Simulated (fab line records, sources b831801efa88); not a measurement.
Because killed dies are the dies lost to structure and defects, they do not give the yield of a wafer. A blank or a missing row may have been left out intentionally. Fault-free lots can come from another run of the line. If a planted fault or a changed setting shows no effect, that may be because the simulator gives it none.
fab line records | flow sky130
record lots=5 wafers=23
route steps=708 shown CAPM@548 VIA3@573 CAP2M@610 METAL4@628 VIA4@639
startH: the number of hours between the record's first day and the start of the first shown wafer of the lot | waitH: hours elapsed since this lot's preceding step | " repeats the value in the row above | L1.1+2: a row that stands for several wafers | - no value, or no start was given | * or withheld: withheld | < > ~ a bound
route shown NAME@n: NAME is a module with steps in the file, n the number in the route of the first one | usual: average and standard deviation across the fault-free wafers | same: alike in all rows | chamber/n: place in a boat | sites: per-site readings | _std_site: the standard deviation of these | _edge_site: mean of outer sites minus mean of inner sites | radiusMm: for every site, how far away it sits from the centre of the wafer | mask NAME#n: copy n | behind: the last tool/chamber to shape the wafer | hold: why the lot was held/for how many hours/how that ended | device: which transistor (n, p or np) failed to switch | end of line: tests of these same wafers at the route's end | for a step that has no rows: nothing shown but its recipe | killed: at the first sort, the dies lost to defects and structure; wafer yield is something else | map: the dies of a wafer, with x for killed, . for not killed, _ for no die there
set.NAME: setting as actually run; set.NAME@STEP: the setting as run at that earlier step | model.NAME: the simulator's own value behind a step, which no gauge read
lots with deliberately changed settings; one table per step, one row per wafer
## steps
# step SKY_CAPM_DEVELOP_11
# recipe resist=NOVOLAK developer=TMAH developTimeS=60 devTempC=23
# columns lot.wafer tool chamber startH waitH set.devTempC
L077.1+2+4 lithoTrack-02 0 898.32 0.1 23
L077.3+5 " 0 " " 25.51
L079.1+3+5 lithoTrack-04 0 914.99 0.1 19.31
L079.2+4 " 0 " " 23
L080.2+3+4+5+6 lithoTrack-02 0 919.70 0.1 23
L083.1+3+4 lithoTrack-02 0 960.42 0.1 26.18
L083.5+6 " 0 " " 23
L085.1+2+4 lithoTrack-01 0 974.45 0.1 23
# step SKY_CAPM_METAL_ETCH_13
# recipe targetDepthNm=220 stopOn=SiO2 chemistry=Cl2/BCl3 target=TiN pressureMtorr=10 icpW=900 biasW=48.5 Cl2_flow_sccm=60 bcl3FlowSccm=30 timeS=62.9
# columns lot.wafer tool chamber startH waitH set.devTempC@CAPM_DEVELOP_11 model.CAPM.cdNm
L077.1+2 rieMetal-02 1,0 898.51 0.0 23 1002
L077.3 " 0 " " 25.51 1008
L077.4 " 1 " " 23 998.9
L077.5 " 0 " " 25.51 1007
L079.1 rieMetal-04 0 915.18 0.0 19.31 989.4
L079.2 " 1 " " 23 1003
L079.3 " 0 " " 19.31 985.3
L079.4 " 1 " " 23 999.1
L079.5 " 1 " " 19.31 990.3
L080.2 rieMetal-04 0 919.86 0.0 23 998
L080.3+4 " 1,0 " " 23 1000
L080.5 " 0 " " 23 998.5
L080.6 " 1 " " 23 1002
L083.1 rieMetal-02 0 960.61 0.0 26.18 1014
L083.3 " 1 " " 26.18 1011
L083.4 " 0 " " 26.18 1012
L083.5 " 0 " " 23 1001
L083.6 " 1 " " 23 999.6
L085.1 rieMetal-01 1 974.63 0.0 23 996.1
L085.2 " 0 " " 23 995.7
L085.4 " 0 " " 23 1001
# step SKY_VIA3_HDPCVD_00
# recipe material=SiO2 targetThkNm=1635 sigmaOpenFrac=0.3 timeS=272.5 tempC=400 sih4FlowSccm=60 pressureMtorr=6
# columns lot.wafer tool chamber startH waitH set.timeS model.SiO2_of_VIA3_HDPCVD_00.thkNm
L077.1 hdpcvd-01 1 926.00 0.0 272.5 1604
L077.2 " 0 " " 272.5 1614
L077.3 " 2 " " 272.5 1618
L077.4 " 1 " " 272.5 1570
L077.5 " 0 " " 272.5 1622
L079.1 hdpcvd-02 1 941.56 0.0 300.3 -
L079.2 " 2 " " 272.5 -
L079.3 " 0 " " 272.5 1611
L079.4 " 0 " " 300.3 1822
L079.5 " 1 " " 272.5 1630
L080.2+3 hdpcvd-02 1,0 945.88 0.0 272.5 -
L080.4 " 1 " " 262.1 1559
L080.5 " 1 " " 272.5 1614
L080.6 " 0 " " 262.1 1558
L083.1 hdpcvd-01 0 986.49 0.0 251.4 1524
L083.3 " 1 " " 272.5 1597
L083.4 " 2 " " 251.4 1495
L083.5 " 0 " " 272.5 1644
L083.6 " 1 " " 272.5 1614
L085.1 hdpcvd-01 1 1000.29 0.0 272.5 1597
L085.2 " 2 " " 272.5 1622
L085.4 " 1 " " 272.5 1594
# step SKY_VIA3_THK_MEAS_01
# recipe reads=SiO2_of_VIA3_HDPCVD_00
# usual VIA3_HDPCVD_THK=1629/19
# columns lot.wafer tool chamber startH waitH set.timeS@VIA3_HDPCVD_00 VIA3_HDPCVD_THK[nm]
L077.1 filmMetro-01 - 926.17 0.1 272.5 1603
L077.2 " - " " 272.5 1614
L077.3 " - " " 272.5 1619
L077.4 " - " " 272.5 1569
L077.5 " - " " 272.5 1622
L079.1 filmMetro-02 - 941.73 0.1 300.3 1790
L079.2 " - " " 272.5 1652
L079.3 " - " " 272.5 1612
L079.4 " - " " 300.3 1822
L079.5 " - " " 272.5 1628
L080.2 filmMetro-04 - 946.15 0.2 272.5 1631
L080.3 " - " " 272.5 1630
L080.4 " - " " 262.1 1560
L080.5 " - " " 272.5 1614
L080.6 " - " " 262.1 1558
L083.1 filmMetro-04 - 986.66 0.1 251.4 1523
L083.3 " - " " 272.5 1597
L083.4 " - " " 251.4 1496
L083.5 " - " " 272.5 1644
L083.6 " - " " 272.5 1613
L085.1 filmMetro-04 - 1000.46 0.1 272.5 1595
L085.2 " - " " 272.5 1621
L085.4 " - " " 272.5 1593
# step SKY_VIA3_STRIP_16
# recipe chemistry=O2/N2 powerW=1400 pressureMtorr=1500 platenTempC=withheld o2FlowSccm=3000 n2FlowSccm=300 overashFraction=0.5
# usual stripTimeToEndpointS=4.14/0.033
# columns lot.wafer tool chamber startH waitH set.pressureMtorr stripTimeToEndpointS
L077.1 plasmaAsher-01 0 951.54 0.0 1373 4.24
L077.2 " 1 " " 1373 4.24
L077.3 " 1 " " 1373 4.29
L077.4 " 0 " " 1373 4.24
L077.5 " 0 " " 1373 4.26
L079.1 plasmaAsher-02 1 966.63 0.0 1674 4.08
L079.2 " 0 " " 1674 4.01
L079.3 " 0 " " 1674 4.01
L079.4 " 1 " " 1674 4.06
L079.5 " 1 " " 1674 4.06
L080.2 plasmaAsher-02 0 971.39 0.0 1589 4.05
L080.3 " 0 " " 1589 4.10
L080.4 " 1 " " 1589 4.09
L080.5 " 1 " " 1589 4.03
L080.6 " 0 " " 1589 4.06
L083.1 plasmaAsher-01 0 1010.60 0.0 1577 4.15
L083.3 " 0 " " 1577 4.12
L083.4 " 1 " " 1577 4.08
L083.5 " 1 " " 1577 4.09
L083.6 " 0 " " 1577 4.18
L085.1 plasmaAsher-01 0 1022.04 0.0 1500 4.14
L085.2 " 1 " " 1500 4.08
L085.4 " 1 " " 1500 4.11
# step SKY_CAP2M_COAT_07
# recipe resist=NOVOLAK spinRpm=3000 resistThkNm=1140
# columns lot.wafer tool chamber startH waitH set.resistThkNm model.NOVOLAK_of_CAP2M_COAT_07.thkNm
L077.1+4 lithoTrack-01 0 965.80 0.1 1204 1209
L077.2 " 0 " " 1140 1145
L077.3 " 0 " " 1140 1140
L077.5 " 0 " " 1140 1144
L079.1 lithoTrack-01 0 979.10 0.1 1186 1186
L079.2 " 0 " " 1140 1132
L079.3 " 0 " " 1140 1135
L079.4 " 0 " " 1186 1184
L079.5 " 0 " " 1186 1183
L080.2 lithoTrack-03 0 984.60 0.1 1108 1107
L080.3 " 0 " " 1140 1136
L080.4 " 0 " " 1108 1105
L080.5 " 0 " " 1108 1106
L080.6 " 0 " " 1140 1137
L083.1 lithoTrack-04 0 1025.19 0.1 1089 1088
L083.3 " 0 " " 1140 1142
L083.4 " 0 " " 1140 1141
L083.5 " 0 " " 1140 1140
L083.6 " 0 " " 1089 1091
L085.1 lithoTrack-01 0 1035.80 0.1 1140 1141
L085.2 " 0 " " 1140 1140
L085.4 " 0 " " 1140 1142
# step SKY_CAP2M_SOFTBAKE_08
# recipe tempC=90 timeS=60 resist=NOVOLAK
# step SKY_CAP2M_EXPOSE_09
# recipe maskId=CAP2M na=0.6 sourceShape=conventional sigmaOuter=0.6 polarization=unpolarized targetCdNm=1000 doseMj=159
# step SKY_CAP2M_PEB_10
# recipe tempC=withheld timeS=* resist=NOVOLAK
# step SKY_CAP2M_DEVELOP_11
# recipe resist=NOVOLAK developer=TMAH developTimeS=61.15 devTempC=23
# columns lot.wafer tool chamber startH waitH set.resistThkNm@CAP2M_COAT_07 model.CAP2M.cdNm
L077.1 lithoTrack-01 0 977.70 0.1 1204 1005
L077.2 " 0 " " 1140 1000
L077.3 " 0 " " 1140 999
L077.4 " 0 " " 1204 1006
L077.5 " 0 " " 1140 999.8
L079.1 lithoTrack-03 0 991.43 0.1 1186 1000
L079.2 " 0 " " 1140 994.3
L079.3 " 0 " " 1140 994.2
L079.4+5 " 0 " " 1186 1001
L080.2 lithoTrack-03 0 996.45 0.1 1108 992.9
L080.3 " 0 " " 1140 996.6
L080.4 " 0 " " 1108 997.1
L080.5 " 0 " " 1108 994.6
L080.6 " 0 " " 1140 998.1
L083.1 lithoTrack-03 0 1037.28 0.1 1089 993.4
L083.3 " 0 " " 1140 997.4
L083.4 " 0 " " 1140 998.4
L083.5 " 0 " " 1140 997
L083.6 " 0 " " 1089 993.9
L085.1 lithoTrack-03 0 1045.08 0.1 1140 999.1
L085.2 " 0 " " 1140 996.3
L085.4 " 0 " " 1140 996.6
# step SKY_CAP2M_METAL_ETCH_13
# recipe targetDepthNm=220 stopOn=SiO2 chemistry=Cl2/BCl3 target=TiN pressureMtorr=10 icpW=900 biasW=48.5 Cl2_flow_sccm=60 bcl3FlowSccm=30 timeS=62.9
# usual oesProductAu=0.941/0.0066
# columns lot.wafer tool chamber startH waitH set.timeS set.resistThkNm@CAP2M_COAT_07 oesProductAu model.NOVOLAK_of_CAP2M_COAT_07.thkNm
L077.1 rieMetal-04 0 977.88 0.0 62.9 1204 0.939 1061
L077.2 " 1 " " 62.9 1140 0.932 997.1
L077.3 " 1 " " 62.9 1140 0.925 992.6
L077.4 " 0 " " 60.21 1204 0.961 1067
L077.5 " 0 " " 60.21 1140 0.963 1003
L079.1 rieMetal-04 1 991.62 0.0 62.9 1186 0.934 1040
L079.2 " 0 " " 55.81 1140 0.993 1002
L079.3 " 1 " " 62.9 1140 0.926 991.5
L079.4 " 0 " " 62.9 1186 0.927 1038
L079.5 " 0 " " 55.81 1186 0.998 1052
L080.2 rieMetal-04 1 996.62 0.0 62.9 1108 0.935 963.1
L080.3 " 1 " " 62.9 1140 0.942 991.7
L080.4 " 0 " " 62.9 1108 0.942 959.3
L080.5 " 0 " " 62.9 1108 0.936 959.9
L080.6 " 1 " " 62.9 1140 0.936 994.2
L083.1 rieMetal-02 1 1037.47 0.0 69.41 1089 0.922 926.1
L083.3 " 0 " " 69.41 1140 0.916 976.3
L083.4 " 1 " " 69.41 1140 0.924 977.9
L083.5 " 0 " " 62.9 1140 0.948 990.1
L083.6 " 1 " " 62.9 1089 0.949 941.5
L085.1 rieMetal-04 1 1045.27 0.0 62.9 1140 0.943 994.3
L085.2 " 0 " " 62.9 1140 0.945 995.6
L085.4 " 0 " " 62.9 1140 0.942 997.1
# step SKY_CAP2M_STRIP_14
# recipe chemistry=O2/N2 powerW=1400 pressureMtorr=1500 platenTempC=withheld o2FlowSccm=3000 n2FlowSccm=300 overashFraction=0.5
# usual stripTimeToEndpointS=12.64/0.041
# columns lot.wafer tool chamber startH waitH set.resistThkNm@CAP2M_COAT_07 stripTimeToEndpointS
L077.1 plasmaAsher-04 1 977.96 0.1 1204 13.34
L077.2 " 0 " " 1140 12.70
L077.3 " 0 " " 1140 12.64
L077.4 " 1 " " 1204 13.42
L077.5 " 1 " " 1140 12.75
L079.1 plasmaAsher-02 0 991.69 0.1 1186 13.13
L079.2 " 1 " " 1140 12.73
L079.3 " 1 " " 1140 12.64
L079.4 " 0 " " 1186 13.11
L079.5 " 0 " " 1186 13.27
L080.2 plasmaAsher-02 1 996.69 0.1 1108 12.30
L080.3 " 0 " " 1140 12.64
L080.4 " 1 " " 1108 12.25
L080.5 " 1 " " 1108 12.27
L080.6 " 0 " " 1140 12.65
L083.1 plasmaAsher-04 1 1037.54 0.1 1089 11.87
L083.3 " 1 " " 1140 12.46
L083.4 " 0 " " 1140 12.49
L083.5 " 1 " " 1140 12.61
L083.6 " 0 " " 1089 12.04
L085.1 plasmaAsher-03 0 1045.34 0.1 1140 12.66
L085.2 " 1 " " 1140 12.67
L085.4 " 0 " " 1140 12.70
# step SKY_METAL4_DEVELOP_12
# recipe developTimeS=60 resist=KrF-thick devTempC=21
# columns lot.wafer tool chamber startH waitH set.developTimeS
L077.1+3+4 lithoTrack-02 0 - - 52.68
L077.2+5 " 0 " " 60
L079.1+2+3 lithoTrack-04 0 - - 52.07
L079.4+5 " 0 " " 60
L080.2+5 lithoTrack-01 0 - - 60
L080.3+4+6 " 0 " " 66.8
L083.1+3+4+5+6 lithoTrack-02 0 - - 60
L085.1+2+4 lithoTrack-04 0 - - 60
# step SKY_METAL4_DESCUM_15
# recipe chemistry=O2 sourcePowerW=150 biasPowerW=0 pressureMtorr=10 tempC=40 timeS=8
# columns lot.wafer tool chamber startH waitH set.developTimeS@METAL4_DEVELOP_12 model.METAL4.cdNm
L077.1 rieMetal-03 0 1002.03 0.0 52.68 304.6
L077.2 " 1 " " 60 300
L077.3 " 0 " " 52.68 303.4
L077.4 " 1 " " 52.68 303.7
L077.5 " 1 " " 60 301.9
L079.1 rieMetal-03 0 1015.55 0.0 52.07 304.9
L079.2 " 1 " " 52.07 303.1
L079.3 " 0 " " 52.07 305
L079.4 " 1 " " 60 301.6
L079.5 " 1 " " 60 301.4
L080.2 rieMetal-01 1 1018.45 0.0 60 300
L080.3+6 " 0,1 " " 66.8 297.2
L080.4 " 1 " " 66.8 296.9
L080.5 " 0 " " 60 298.6
L083.1 rieMetal-03 0 1059.78 0.0 60 300.7
L083.3 " 1 " " 60 301.5
L083.4 " 0 " " 60 300.1
L083.5 " 1 " " 60 300.9
L083.6 " 0 " " 60 301.6
L085.1 rieMetal-03 1 1067.60 0.0 60 300.2
L085.2 " 0 " " 60 299.8
L085.4 " 1 " " 60 300
# step SKY_METAL4_METAL_ETCH_18
# recipe targetDepthA=8450 stopOn=SiO2 overEtchFrac=0.3 timeS=183.1 chemistry=Cl2/BCl3 resistSidewallDeg=88 pressureMtorr=10 icpW=900 biasW=48.5 Cl2_flow_sccm=60 bcl3FlowSccm=30
# columns lot.wafer tool chamber startH waitH set.biasW model.KrF-thick_of_METAL4_COAT_08.thkNm
L077.1 rieMetal-01 0 1002.18 0.0 44.34 550.6
L077.2 " 1 " " 44.34 564.6
L077.3 " 1 " " 48.5 548
L077.4 " 0 " " 44.34 555.8
L077.5 " 1 " " 48.5 543.6
L079.1 rieMetal-04 0 1015.69 0.0 48.5 -
L079.2 " 1 " " 46.79 -
L079.3 " 1 " " 48.5 527.6
L079.4 " 0 " " 46.79 531.6
L079.5 " 0 " " 46.79 541.9
L080.2+3 rieMetal-03 0 1018.60 0.0 43.63 -
L080.4 " 1 " " 48.5 535
L080.5 " 0 " " 48.5 529
L080.6 " 1 " " 43.63 561.6
L083.1 rieMetal-01 1 1059.93 0.0 52.33 520.9
L083.3 " 1 " " 52.33 523.9
L083.4 " 0 " " 48.5 543
L083.5 " 0 " " 48.5 543.9
L083.6 " 1 " " 48.5 538.5
L085.1 rieMetal-01 1 1067.75 0.0 48.5 542.2
L085.2 " 0 " " 48.5 538.6
L085.4 " 0 " " 48.5 536.8
# step SKY_METAL4_STRIP_19
# recipe chemistry=O2/N2 powerW=1400 pressureMtorr=1500 platenTempC=withheld o2FlowSccm=3000 n2FlowSccm=300 overashFraction=0.5
# usual stripTimeToEndpointS=6.63/0.076
# columns lot.wafer tool chamber startH waitH set.biasW@METAL4_METAL_ETCH_18 stripTimeToEndpointS
L077.1 plasmaAsher-01 0 1002.36 0.1 44.34 6.77
L077.2 " 1 " " 44.34 6.90
L077.3 " 1 " " 48.5 6.74
L077.4 " 0 " " 44.34 6.81
L077.5 " 0 " " 48.5 6.71
L079.1 plasmaAsher-03 0 1015.87 0.1 48.5 6.63
L079.2 " 1 " " 46.79 6.67
L079.3 " 1 " " 48.5 6.53
L079.4 " 0 " " 46.79 6.57
L079.5 " 1 " " 46.79 6.68
L080.2 plasmaAsher-01 1 1018.78 0.1 43.63 6.84
L080.3 " 0 " " 43.63 6.80
L080.4 " 1 " " 48.5 6.61
L080.5 " 0 " " 48.5 6.55
L080.6 " 1 " " 43.63 6.88
L083.1 plasmaAsher-01 0 1060.11 0.1 52.33 6.46
L083.3 " 0 " " 52.33 6.51
L083.4 " 1 " " 48.5 6.68
L083.5 " 0 " " 48.5 6.71
L083.6 " 1 " " 48.5 6.64
L085.1 plasmaAsher-01 0 1067.92 0.1 48.5 6.68
L085.2 " 1 " " 48.5 6.66
L085.4 " 0 " " 48.5 6.63
# step SKY_VIA4_HDPCVD_00
# recipe material=SiO2 targetThkNm=1750 sigmaOpenFrac=0.3 timeS=291.7 tempC=400 sih4FlowSccm=60 pressureMtorr=6
# columns lot.wafer tool chamber startH waitH set.timeS model.SiO2_of_VIA4_HDPCVD_00.thkNm
L077.1 hdpcvd-01 2 1002.96 0.0 291.7 1774
L077.2+4+5 " 1,2,0 " " 291.7 -
L077.3 " 0 " " 291.7 1739
L079.1 hdpcvd-01 0 1016.48 0.0 291.7 -
L079.2+4 " 1,2 " " 252.3 -
L079.3 " 2 " " 252.3 1538
L079.5 " 0 " " 291.7 1740
L080.2 hdpcvd-01 2 1019.38 0.0 321.8 1948
L080.3+6 " 1,2 " " 291.7 -
L080.4 " 1 " " 321.8 1915
L080.5 " 0 " " 291.7 1750
L083.1 hdpcvd-01 2 1060.74 0.0 291.7 1784
L083.3 " 1 " " 310.5 1861
L083.4 " 2 " " 291.7 -
L083.5 " 1 " " 310.5 -
L083.6 " 2 " " 310.5 1885
L085.1 hdpcvd-01 0 1068.51 0.0 291.7 1767
L085.2 " 2 " " 291.7 1749
L085.4 " 0 " " 291.7 1753
# step SKY_VIA4_THK_MEAS_01
# recipe reads=SiO2_of_VIA4_HDPCVD_00
# usual VIA4_HDPCVD_THK=1747/18
# columns lot.wafer tool chamber startH waitH set.timeS@VIA4_HDPCVD_00 VIA4_HDPCVD_THK[nm]
L077.1 filmMetro-03 - 1003.14 0.1 291.7 1774
L077.2 " - " " 291.7 1733
L077.3 " - " " 291.7 1740
L077.4 " - " " 291.7 1763
L077.5 " - " " 291.7 1739
L079.1 filmMetro-03 - 1016.66 0.1 291.7 1741
L079.2 " - " " 252.3 1534
L079.3 " - " " 252.3 1537
L079.4 " - " " 252.3 1528
L079.5 " - " " 291.7 1739
L080.2 filmMetro-03 - 1019.60 0.1 321.8 1948
L080.3 " - " " 291.7 1733
L080.4 " - " " 321.8 1915
L080.5 " - " " 291.7 1749
L080.6 " - " " 291.7 1775
L083.1 filmMetro-03 - 1061.01 0.2 291.7 1783
L083.3 " - " " 310.5 1861
L083.4 " - " " 291.7 1778
L083.5 " - " " 310.5 1859
L083.6 " - " " 310.5 1886
L085.1 filmMetro-04 - 1068.71 0.1 291.7 1766
L085.2 " - " " 291.7 1750
L085.4 " - " " 291.7 1752
# step SKY_VIA4_EXPOSE_08
# recipe maskId=VIM4 na=0.6 sourceShape=conventional sigmaOuter=0.6 polarization=unpolarized targetCdNm=800 doseMj=132
# columns lot.wafer tool chamber startH waitH mask set.doseMj
L077.1+2+3+4+5 ilineStepper-02 0 - - VIM4#0 132
L079.1+4+5 ilineStepper-01 0 - - VIM4#0 132
L079.2+3 " 0 " " VIM4#0 126.6
L080.2+3+4+5+6 ilineStepper-01 0 - - VIM4#0 132
L083.1+3+5 ilineStepper-01 0 - - VIM4#0 136.8
L083.4+6 " 0 " " VIM4#0 132
L085.1+2+4 ilineStepper-02 0 - - VIM4#0 132
# step SKY_VIA4_PEB_09
# recipe tempC=withheld timeS=* resist=NOVOLAK
# step SKY_VIA4_DEVELOP_10
# recipe resist=NOVOLAK developer=TMAH developTimeS=60 devTempC=23
# step SKY_VIA4_ETCH_12
# recipe target=SiO2 chemistry=C4F8/O2/Ar stopOn=TiN maskMaterial=NOVOLAK sourceW=1500 biasW=1200 pressureMtorr=40 c4f8FlowSccm=withheld O2_flow_sccm=6 Ar_flow_sccm=300 timeS=withheld targetDepthA=5800
# columns lot.wafer tool chamber startH waitH set.doseMj@VIA4_EXPOSE_08 model.VIA4.cdNm
L077.1 rieDiel-03 1 1024.93 0.0 132 802.3
L077.2 " 2 " " 132 801.1
L077.3 " 0 " " 132 805.9
L077.4 " 3 " " 132 801.4
L077.5 " 0 " " 132 803.3
L079.1 rieDiel-04 0 1039.72 0.0 132 800.6
L079.2 " 3 " " 126.6 788
L079.3 " 2 " " 126.6 789
L079.4 " 3 " " 132 803.1
L079.5 " 0 " " 132 801
L080.2 rieDiel-03 3 1043.52 0.0 132 800.3
L080.3 " 0 " " 132 798.9
L080.4+5 " 1,2 " " 132 800.1
L080.6 " 1 " " 132 799.1
L083.1 rieDiel-04 3 1082.13 0.0 136.8 806.1
L083.3 " 1 " " 136.8 804.5
L083.4 " 2 " " 132 795.9
L083.5 " 0 " " 136.8 804.3
L083.6 " 1 " " 132 797.7
L085.1 rieDiel-03 2 1089.78 0.0 132 796.2
L085.2 " 1 " " 132 799.2
L085.4 " 0 " " 132 798.1
## key
split step=SKY_CAPM_DEVELOP_11 setting=devTempC stated=23 by=wafer
response step=SKY_CAPM_METAL_ETCH_13 reading=model.CAPM.cdNm change=+0.771 per=1% r=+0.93
split step=SKY_VIA3_HDPCVD_00 setting=timeS stated=272.5 by=wafer
response step=SKY_VIA3_HDPCVD_00 reading=model.SiO2_of_VIA3_HDPCVD_00.thkNm change=+16.7 per=1% r=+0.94
response step=SKY_VIA3_THK_MEAS_01 reading=VIA3_HDPCVD_THK change=+16.1 per=1% r=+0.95
split step=SKY_VIA3_STRIP_16 setting=pressureMtorr stated=1500 by=lot
response step=SKY_VIA3_STRIP_16 reading=stripTimeToEndpointS change=* per=1% r=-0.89
split step=SKY_CAP2M_COAT_07 setting=resistThkNm stated=1140 by=wafer
response step=SKY_CAP2M_COAT_07 reading=model.NOVOLAK_of_CAP2M_COAT_07.thkNm change=+11.8 per=1% r=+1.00
response step=SKY_CAP2M_DEVELOP_11 reading=model.CAP2M.cdNm change=+1.1 per=1% r=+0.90
response step=SKY_CAP2M_METAL_ETCH_13 reading=model.NOVOLAK_of_CAP2M_COAT_07.thkNm change=+11.4 per=1% r=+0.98
response step=SKY_CAP2M_STRIP_14 reading=stripTimeToEndpointS change=* per=1% r=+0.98
split step=SKY_CAP2M_METAL_ETCH_13 setting=timeS stated=62.9 by=wafer
response step=SKY_CAP2M_METAL_ETCH_13 reading=oesProductAu change=-0.0046 per=1% r=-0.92
split step=SKY_METAL4_DEVELOP_12 setting=developTimeS stated=60 by=wafer
response step=SKY_METAL4_DESCUM_15 reading=model.METAL4.cdNm change=-0.216 per=1% r=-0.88
split step=SKY_METAL4_METAL_ETCH_18 setting=biasW stated=48.5 by=wafer
response step=SKY_METAL4_METAL_ETCH_18 reading=model.KrF-thick_of_METAL4_COAT_08.thkNm change=-2.18 per=1% r=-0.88
response step=SKY_METAL4_STRIP_19 reading=stripTimeToEndpointS change=* per=1% r=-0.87
split step=SKY_VIA4_HDPCVD_00 setting=timeS stated=291.7 by=wafer
response step=SKY_VIA4_HDPCVD_00 reading=model.SiO2_of_VIA4_HDPCVD_00.thkNm change=+15.8 per=1% r=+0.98
response step=SKY_VIA4_THK_MEAS_01 reading=VIA4_HDPCVD_THK change=+15.8 per=1% r=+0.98
split step=SKY_VIA4_EXPOSE_08 setting=doseMj stated=132 by=wafer
response step=SKY_VIA4_ETCH_12 reading=model.VIA4.cdNm change=+2.78 per=1% r=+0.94
